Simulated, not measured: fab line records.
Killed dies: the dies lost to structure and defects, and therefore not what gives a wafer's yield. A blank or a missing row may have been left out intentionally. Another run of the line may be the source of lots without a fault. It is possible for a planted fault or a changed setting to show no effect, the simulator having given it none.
The tool behind it: which one? + flow gf180mcu + 12 lots with 36 wafers sampled at 6 steps, on a route of 602 steps

## WHAT THE GAUGES SHOWED, per wafer
GF_VT_IMPLANT_RS_MEAS_47: a four-point-probe measurement.
| lot  | measured     | on            | NWELL_RS (ohm/sq) |
|------|--------------|---------------|-------------------|
| L213 | day 7 18:04  | film-metro-03 | 488.6 489.1 488.1 |
| L215 | day 8 19:47  | film-metro-04 | 489.9 488.7 487.9 |
| L216 | day 8 21:31  | film-metro-04 | 487.9 488.3 487.9 |
| L217 | day 9 01:53  | film-metro-04 | 489.8 489.7 488.9 |
| L218 | day 9 07:19  | film-metro-04 | 486.8 487.3 486.7 |
| L219 | day 9 17:15  | film-metro-03 | 489.0 488.5 488.4 |
| L220 | day 10 00:32 | film-metro-01 | 488.4 486.8 487.4 |
| L223 | day 10 14:40 | film-metro-03 | 489.1 487.7 488.9 |
| L224 | day 10 20:40 | film-metro-03 | 490.0 488.1 489.2 |
| L230 | day 12 18:59 | film-metro-01 | 487.7 487.2 487.4 |
| L232 | day 13 05:14 | film-metro-03 | 486.7 485.9 488.4 |
| L234 | day 13 15:46 | film-metro-03 | 488.6 487.8 487.3 |

GF_POLY_GATE_CD_MEAS_18.
| lot  | measured     | on        | cd-nm (nm)        |
|------|--------------|-----------|-------------------|
| L213 | day 9 13:53  | cd-sem-02 | 279.8 281.5 279.3 |
| L215 | day 10 13:35 | cd-sem-01 | 278.2 278.2 278.8 |
| L216 | day 10 15:55 | cd-sem-01 | 278.9 280.7 277.9 |
| L217 | day 10 20:01 | cd-sem-02 | 280.0 280.1 279.9 |
| L218 | day 11 01:14 | cd-sem-02 | 278.5 278.8 280.8 |
| L219 | day 11 12:51 | cd-sem-01 | 282.2 282.2 282.1 |
| L220 | day 11 21:37 | cd-sem-01 | 280.4 279.8 277.8 |
| L223 | day 12 12:11 | cd-sem-02 | 279.5 279.1 280.9 |
| L224 | day 12 17:29 | cd-sem-01 | 278.2 278.4 281.3 |
| L230 | day 14 20:52 | cd-sem-01 | 279.4 279.0 278.7 |
| L232 | day 15 09:00 | cd-sem-02 | 280.2 281.1 282.0 |
| L234 | day 15 18:11 | cd-sem-02 | 281.6 280.4 280.1 |

GF_HV_LDD_CD_MEAS_46: the cd target is 400 nm.
| lot  | measured     | on        | cd-nm (nm)        |
|------|--------------|-----------|-------------------|
| L213 | day 12 17:00 | cd-sem-02 | 402.4 401.8 402.9 |
| L215 | day 13 20:31 | cd-sem-01 | 395.5 399.2 397.5 |
| L216 | day 13 20:34 | cd-sem-02 | 403.8 405.1 404.2 |
| L217 | day 14 01:49 | cd-sem-01 | 399.6 400.2 401.3 |
| L218 | day 14 06:43 | cd-sem-02 | 398.1 400.5 400.0 |
| L219 | day 14 20:17 | cd-sem-01 | 402.0 401.4 398.1 |
| L220 | day 15 06:04 | cd-sem-01 | 397.0 397.9 397.0 |
| L223 | day 15 23:54 | cd-sem-01 | 398.1 401.8 398.7 |
| L224 | day 16 03:46 | cd-sem-02 | 396.8 400.3 396.0 |
| L230 | day 18 15:10 | cd-sem-02 | 403.0 403.7 403.7 |
| L232 | day 19 04:49 | cd-sem-02 | 399.4 401.8 400.0 |
| L234 | day 19 16:09 | cd-sem-02 | 401.4 401.4 402.1 |

GF_PSD_RS_MEAS_14: a four-point-probe measurement.
| lot  | measured     | on            | NSD_RS (ohm/sq)   |
|------|--------------|---------------|-------------------|
| L213 | day 14 13:05 | film-metro-02 | 46.08 46.13 46.21 |
| L215 | day 15 17:15 | film-metro-03 | 46.18 46.14 46.15 |
| L216 | day 15 19:06 | film-metro-03 | 46.06 46.00 46.13 |
| L217 | day 16 00:40 | film-metro-04 | 46.23 46.18 46.32 |
| L218 | day 16 04:52 | film-metro-04 | 46.30 46.31 46.27 |
| L219 | day 16 20:07 | film-metro-03 | 46.13 46.10 46.14 |
| L220 | day 17 06:28 | film-metro-03 | 43.89 43.86 43.84 |
| L223 | day 18 00:58 | film-metro-04 | 46.27 46.30 46.29 |
| L224 | day 18 05:13 | film-metro-04 | 44.14 44.19 44.14 |
| L230 | day 20 19:49 | film-metro-02 | 46.04 46.05 46.11 |
| L232 | day 21 09:49 | film-metro-02 | 46.13 46.04 46.06 |
| L234 | day 21 20:33 | film-metro-04 | 46.20 46.22 46.16 |

## EACH LOT AND THE TOOL THAT RAN IT (in order: tool; ch and the chambers of the sampled wafers; start)
| lot  | GF_NSD_IMPLANT_10               | GF_NSD_STRIP_11                      |
|------|---------------------------------|--------------------------------------|
| L213 | implanter-01 ch 0, day 13 16:43 | plasma-asher-03 ch 0,1, day 13 16:51 |
| L215 | implanter-03 ch 0, day 14 19:52 | plasma-asher-03 ch 0,1, day 14 20:01 |
| L216 | implanter-02 ch 0, day 14 21:31 | plasma-asher-04 ch 0,1, day 14 21:40 |
| L217 | implanter-03 ch 0, day 15 02:20 | plasma-asher-04 ch 0,1, day 15 02:28 |
| L218 | implanter-03 ch 0, day 15 07:22 | plasma-asher-04 ch 0,1, day 15 07:31 |
| L219 | implanter-01 ch 0, day 15 21:05 | plasma-asher-03 ch 0,1, day 15 21:13 |
| L220 | implanter-03 ch 0, day 16 07:17 | plasma-asher-02 ch 0,1, day 16 07:23 |
| L223 | implanter-01 ch 0, day 17 01:31 | plasma-asher-02 ch 0,1, day 17 01:40 |
| L224 | implanter-03 ch 0, day 17 05:22 | plasma-asher-02 ch 0,1, day 17 05:31 |
| L230 | implanter-03 ch 0, day 19 19:10 | plasma-asher-03 ch 0,1, day 19 19:19 |
| L232 | implanter-03 ch 0, day 20 09:02 | plasma-asher-03 ch 0,1, day 20 09:09 |
| L234 | implanter-01 ch 0, day 20 19:49 | plasma-asher-03 ch 0,1, day 20 19:58 |
- GF_NSD_IMPLANT_10
- GF_NSD_STRIP_11: strips in O2/N2.

## AS READ BY THE TOOLS THEMSELVES (means over the sampled wafers that have a number; for cases with no such wafer, the mark the record gives instead)
GF_NSD_IMPLANT_10.
| lot  | tool         | dose-ions-cm2 | end-station-pressure-torr (Torr) | faraday-current-uA | tilt-deg (degrees) |
|------|--------------|---------------|----------------------------------|--------------------|--------------------|
| L213 | implanter-01 | 5e+14         | 7.1e-06                          | 2734               | 6.989              |
| L215 | implanter-03 | 5e+14         | 7.0e-06                          | 2779               | 6.995              |
| L216 | implanter-02 | 5e+14         | 7.2e-06                          | 2774               | 7.011              |
| L217 | implanter-03 | 5e+14         | 7.0e-06                          | 2758               | 7.008              |
| L218 | implanter-03 | 5e+14         | 7.2e-06                          | 2801               | 6.995              |
| L219 | implanter-01 | 5e+14         | 7.4e-06                          | 2756               | 6.985              |
| L220 | implanter-03 | 7e+14         | 8.4e-06                          | 4029               | 7.018              |
| L223 | implanter-01 | 5e+14         | 7.2e-06                          | 2842               | 7.003              |
| L224 | implanter-03 | 7e+14         | 8.3e-06                          | 3916               | 7.012              |
| L230 | implanter-03 | 5e+14         | 7.1e-06                          | 2809               | 7.014              |
| L232 | implanter-03 | 5e+14         | 7.2e-06                          | 2765               | 7.024              |
| L234 | implanter-01 | 5e+14         | 7.5e-06                          | 2805               | 7.013              |

GF_NSD_STRIP_11.
| lot  | tool            | drypump-motor-current-A (A) | heater-power-w (W) | n2-flow-sccm (sccm) | oes-product-au (a.u.) | strip-time-to-endpoint-s (s) |
|------|-----------------|-----------------------------|--------------------|---------------------|-----------------------|------------------------------|
| L213 | plasma-asher-03 | 5.7                         | 336                | 300.1               | 0.490                 | 22.94                        |
| L215 | plasma-asher-03 | 5.7                         | 333                | 300.6               | 0.484                 | 22.91                        |
| L216 | plasma-asher-04 | 5.3                         | 350                | 299.6               | 0.487                 | 23.00                        |
| L217 | plasma-asher-04 | 5.4                         | 354                | 301.1               | 0.485                 | 23.02                        |
| L218 | plasma-asher-04 | 5.3                         | 354                | 299.4               | 0.484                 | 22.96                        |
| L219 | plasma-asher-03 | 5.5                         | 311                | 299.9               | 0.487                 | 22.92                        |
| L220 | plasma-asher-02 | 6.1                         | 396                | 300.5               | 0.480                 | 23.19                        |
| L223 | plasma-asher-02 | 5.7                         | 383                | 300.3               | 0.486                 | 22.97                        |
| L224 | plasma-asher-02 | 6.1                         | 398                | 299.6               | 0.482                 | 23.11                        |
| L230 | plasma-asher-03 | 5.5                         | 319                | 299.1               | 0.487                 | 22.97                        |
| L232 | plasma-asher-03 | 5.5                         | 314                | 299.9               | 0.489                 | 23.03                        |
| L234 | plasma-asher-03 | 5.7                         | 333                | 300.6               | 0.486                 | 22.99                        |

## THE ANSWER, worked out from the rows above alone
Rule: the usual values come from the lots themselves. The widest of any qualifying gaps counts: lots, ordered by their means at a reading, are off when they make up no more than a third of the lots, leave a main group of 4 or more, and stand apart from it by 3 or more times the standard deviation of that group's means. A main group whose means are all the same, to the digits that the tables above print for the reading, isn't used. Also off: a lot with no number at a reading for which 4 or more lots have one. The other lots that the step has rows for count as sound. After the gauges, taken in route order, come the tools' own readings; for these a lot's mean is taken, as printed above. The first step at which some lot is off is used, and at that step the reading that is off furthest; a lot without a number counts as furthest.
Off: at GF_PSD_RS_MEAS_14 (NSD_RS), L220, L224. Main group: mean 46.16 ohm/sq, sd 0.083.
If a tool, at a process step before that reading, ran all the lots that are off and no sound lot after the first of them, it fits. Not tried: the gauges at GF_PSD_RS_MEAS_14; whatever is off there is also off at GF_NSD_IMPLANT_10, on other tools, and gauge error can't account for it. None of those tried fits.

## WHAT HAD BEEN PUT IN BY THE SIMULATOR
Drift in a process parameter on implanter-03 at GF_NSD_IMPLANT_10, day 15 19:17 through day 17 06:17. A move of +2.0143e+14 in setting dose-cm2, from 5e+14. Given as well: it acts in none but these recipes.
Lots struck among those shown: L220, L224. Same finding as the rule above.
